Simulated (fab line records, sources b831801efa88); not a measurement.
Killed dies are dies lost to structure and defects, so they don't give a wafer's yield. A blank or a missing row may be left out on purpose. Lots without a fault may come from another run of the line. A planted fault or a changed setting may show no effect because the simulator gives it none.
Problem report in the 8D (eight disciplines) form, filled by code | flow sky130 | the parts of the form that need people (team, actions taken, sign-off) are left out

1. THE PROBLEM
GATE_OXIDE_OXIDATION_00_THK at SKY_GATE_OXIDE_THK_MEAS_02 reads a mean of 12.16 nm on 9 wafers of 3 lots; wafers without a fault read 10.24 nm with a standard deviation of 0.18. That is +11 standard deviations from the usual mean.
First seen on wafer L581.1, day 14 21:31, on film_metro-03. The record holds 36 wafers of 12 lots with a number at this step. Rule for "out", or "out of limits": more than 4 standard deviations from the usual mean. The other wafers with a number count as sound.

2. WHAT IT IS AND WHAT IT IS NOT
question                    | is                          | is not
which readings at this step | GATE_OXIDE_OXIDATION_00_THK | -
which lots                  | L581, L583, L584            | L579, L591, L592, L594, L595, L596, L597, L598, L599
which wafers of those lots  | all that have a number      | -
read on which gauges        | film_metro-03               | film_metro-01, film_metro-04
when                        | from day 14 21:31           | up to then (3 sound wafers); but 24 sound wafers of L591, L592, L594, L595, L596, L597, L598, L599 came after

3. SUSPECTS, AND WHAT RULES EACH OUT
Counting: a tool at a process step up to the reading stays a suspect if it ran every lot that is out and no sound lot after the first of them.
- the gauge at SKY_GATE_OXIDE_THK_MEAS_02: ruled out. All the wafers that are out were read on film_metro-03, but those of them that SKY_GATE_OXIDE_OXIDATION_01 has rows for are out there too, on other tools.
- furnace-01 at SKY_GATE_OXIDE_OXIDATION_01 (stabilise 600 s, purge 300 s, target thk 10.268 nm): ruled out as a lasting fault. Sound lots L591, L596, L598, L599 ran on it after its first lot that is out, L581 (day 14 20:06).
Left after counting: nothing in the record.

4. THE CAUSE (what the simulator had put in)
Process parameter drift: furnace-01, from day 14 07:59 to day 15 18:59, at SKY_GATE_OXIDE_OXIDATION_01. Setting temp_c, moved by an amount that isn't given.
Counting ruled it out, wrongly: the rule takes a fault to strike every lot that its tool runs from its start on, and this one did not.

5. THE CHAIN OF EFFECTS, in route order
Each row: a reading whose mean over the struck wafers that have a number lies more than 3 standard deviations from the usual. Only readings for which the record gives a usual standard deviation are gone through. hours: the time from each lot's start at the first step in this table that gives one to its start at this step, as a median over the lots. sigmas: the change in usual standard deviations.
hours | step                        | reading                     | usual    | on struck wafers | change | sigmas
0     | SKY_GATE_OXIDE_OXIDATION_01 | spike_tc_bottom_C           | 920.9 C  | 936.9            | +16.0  | +12
0     | SKY_GATE_OXIDE_OXIDATION_01 | spike_tc_centre_C           | 900.3 C  | 916.8            | +16.5  | +15
0     | SKY_GATE_OXIDE_OXIDATION_01 | spike_tc_lower_C            | 901.1 C  | 918.5            | +17.4  | +16
0     | SKY_GATE_OXIDE_OXIDATION_01 | spike_tc_top_C              | 914.7 C  | 929.3            | +14.6  | +6.6
0     | SKY_GATE_OXIDE_OXIDATION_01 | spike_tc_upper_C            | 899.8 C  | 915.2            | +15.4  | +9.1
0     | SKY_GATE_OXIDE_OXIDATION_01 | tube_center_temp_C          | 899.99 C | 916.77           | +16.78 | +99 or more
0     | SKY_GATE_OXIDE_OXIDATION_01 | tube_center_temp_C_max      | 902.4    | 919.1            | +16.7  | +45
1     | SKY_GATE_OXIDE_THK_MEAS_02  | GATE_OXIDE_OXIDATION_00_THK | 10.24 nm | 12.16            | +1.92  | +11
The process steps in it:
- SKY_GATE_OXIDE_OXIDATION_01: stabilise 600 s, purge 300 s, target thk 10.268 nm.

6. WHAT WOULD HAVE CAUGHT IT SOONER
In this record the first reading out of limits at a measuring or inspecting step was taken at day 14 21:31, 14 hours after the fault began at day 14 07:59.
The tool's own readings at SKY_GATE_OXIDE_OXIDATION_01 were out on every struck wafer that the step has a row for (spike_tc_bottom_C, spike_tc_centre_C, spike_tc_lower_C, spike_tc_top_C, spike_tc_upper_C, tube_center_temp_C, tube_center_temp_C_max): an alarm limit on them would have fired on the first of those.
